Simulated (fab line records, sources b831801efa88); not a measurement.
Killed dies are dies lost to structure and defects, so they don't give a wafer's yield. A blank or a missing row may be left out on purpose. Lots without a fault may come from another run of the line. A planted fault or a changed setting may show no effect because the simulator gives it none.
One fault seen from 2 desks | flow sfq_line | each desk has only its own numbers; what lay behind them comes last

THE METROLOGY DESK
What the gauges read, lot by lot, whatever tool the lot ran on: means of the sampled wafers that have a number. A lot is out of limits, marked OUT, if its mean lies more than 4 standard deviations from the usual mean; the brackets give that distance.
Columns: A = I5_OVL at SFQ_I5_OVL_MEAS_936, usual 2 nm
lot  | first seen here | A
L398 | day 59 19:31    | 4
L399 | day 60 00:19    | -0
L400 | day 60 06:19    | -8
L401 | day 60 11:05    | 1
L402 | day 60 14:41    | 5
L403 | day 60 17:05    | 5
L404 | day 60 19:29    | 2
L405 | day 61 01:28    | 4
L407 | day 65 17:40    | -1
L408 | day 65 20:04    | -3
L409 | day 65 22:29    | 10
L411 | day 68 19:49    | -1
L419 | day 70 17:16    | 3
This desk's finding: nothing out of limits on any of the 13 lots.

THE TOOL OWNER'S DESK: rie_metal-03
The tool's own readings at SFQ_TRILAYER_R5_ETCH_METAL_ETCH_139 (etches the open film in Cl2, stops on SiO2, target depth 60 nm, time 40 s): means of the sampled wafers that have a number, for each lot that ran on this tool. A lot is out of limits, marked OUT, if its mean lies more than 4 standard deviations from the usual mean; the brackets give that distance.
Columns: A = drypump_motor_current_A at SFQ_TRILAYER_R5_ETCH_METAL_ETCH_139, usual 5.9 A; B = oes_product_au at SFQ_TRILAYER_R5_ETCH_METAL_ETCH_139, usual 0.987 a.u.
lot  | first seen here | A   | B
L402 | day 56 04:35    | 6.3 | 0.993
L405 | day 56 09:58    | 6.3 | 0.996
L407 | day 59 14:19    | 6.4 | 0.984
L408 | day 59 16:43    | 6.4 | 0.983
L409 | day 59 23:54    | 6.4 | 0.983
L411 | day 64 18:11    | 6.4 | 0.986
L419 | day 67 08:57    | 6.4 | 0.909 (-13) OUT
This desk's finding: out of limits on L419; first on L419, day 67 08:57 (oes_product_au at SFQ_TRILAYER_R5_ETCH_METAL_ETCH_139). In limits: L402, L405, L407, L408, L409, L411.

PUT TOGETHER
The tool owner's desk could have raised an alarm at day 67 08:57, on L419.
The metrology desk saw nothing out of limits.
The metrology desk has L419 on record, within its limits.
Of the lots named, all ran SFQ_TRILAYER_R5_ETCH_METAL_ETCH_139 on rie_metal-03.

WHAT THE SIMULATOR HAD PUT IN
Process parameter drift: rie_metal-03, from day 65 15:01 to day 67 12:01, at SFQ_TRILAYER_R5_ETCH_METAL_ETCH_139. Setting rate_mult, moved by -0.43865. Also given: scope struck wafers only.
Lots struck among those shown: L419.
Hours from the fault's start to each desk's first reading out of limits: the tool owner's desk, 42.
